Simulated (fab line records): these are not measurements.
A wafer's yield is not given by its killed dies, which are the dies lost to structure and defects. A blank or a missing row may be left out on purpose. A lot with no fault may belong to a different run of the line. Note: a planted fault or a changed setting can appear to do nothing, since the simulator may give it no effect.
2 desks looking at one fault | flow gf180mcu | numbers are kept per desk, each desk with only its own; the story behind them comes last

AT THE METROLOGY DESK
Means of the sampled wafers that have a number, per lot and without regard to the tool the lot ran on: this is what the gauges read. A lot is out of limits, marked OUT, if its mean lies more than 4 standard deviations from the usual mean; the brackets give that distance.
Columns: A = cd-nm at GF_M5_CD_MEAS_07, usual 280.0 nm; B = M5_OVL at GF_M5_OVL_MEAS_08, usual -3 nm
lot  | first seen here | A     | B
L255 | day 26 11:18    | 279.8 | -7
L256 | day 26 21:59    | 278.2 | 0
L257 | day 27 03:14    | 284.3 | -4
L258 | day 27 15:19    | 282.9 | -1
L262 | day 28 18:46    | 281.7 | -9
L267 | day 30 06:54    | 283.3 | -10
L273 | day 31 21:16    | 280.5 | -3
This desk's finding: nothing out of limits on any of the 7 lots.

THE TOOL OWNER'S DESK: krf-scanner-02
The tool's own readings at GF_M5_EXPOSE_04 (exposes mask Metal5, target cd 280 nm): means of the sampled wafers that have a number, for each lot that ran on this tool. A lot is out of limits, marked OUT, if its mean lies more than 4 standard deviations from the usual mean; the brackets give that distance.
Columns: A = exposure-dose-mJ-cm2 at GF_M5_EXPOSE_04, usual 28.08
lot  | first seen here | A
L255 | day 26 01:16    | 28.01
L256 | day 26 12:06    | 27.98
L257 | day 26 17:05    | 26.81 (-12) OUT
L258 | day 27 05:22    | 27.08 (-9.1) OUT
L262 | day 28 09:16    | 27.21 (-7.9) OUT
This desk finds L257, L258, L262 out of limits, L257 being first, at day 26 17:05 (exposure-dose-mJ-cm2 at GF_M5_EXPOSE_04). In limits: L255, L256.

PUT TOGETHER
The tool owner's desk could have raised an alarm at day 26 17:05, on L257, L258, L262.
Metrology desk: nothing out of limits seen.
The metrology desk holds a record of L257, L258, L262, inside its limits.
All the named lots went through GF_M5_EXPOSE_04 on krf-scanner-02.

WHAT THE SIMULATOR PUT IN
Process parameters drifting: krf-scanner-02 at GF_M5_EXPOSE_04, beginning at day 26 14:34. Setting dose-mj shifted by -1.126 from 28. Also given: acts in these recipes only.
Shown lots that were struck: L257, L258, L262.
Hours from the fault's start to each desk's first reading out of limits: the tool owner's desk, 3.
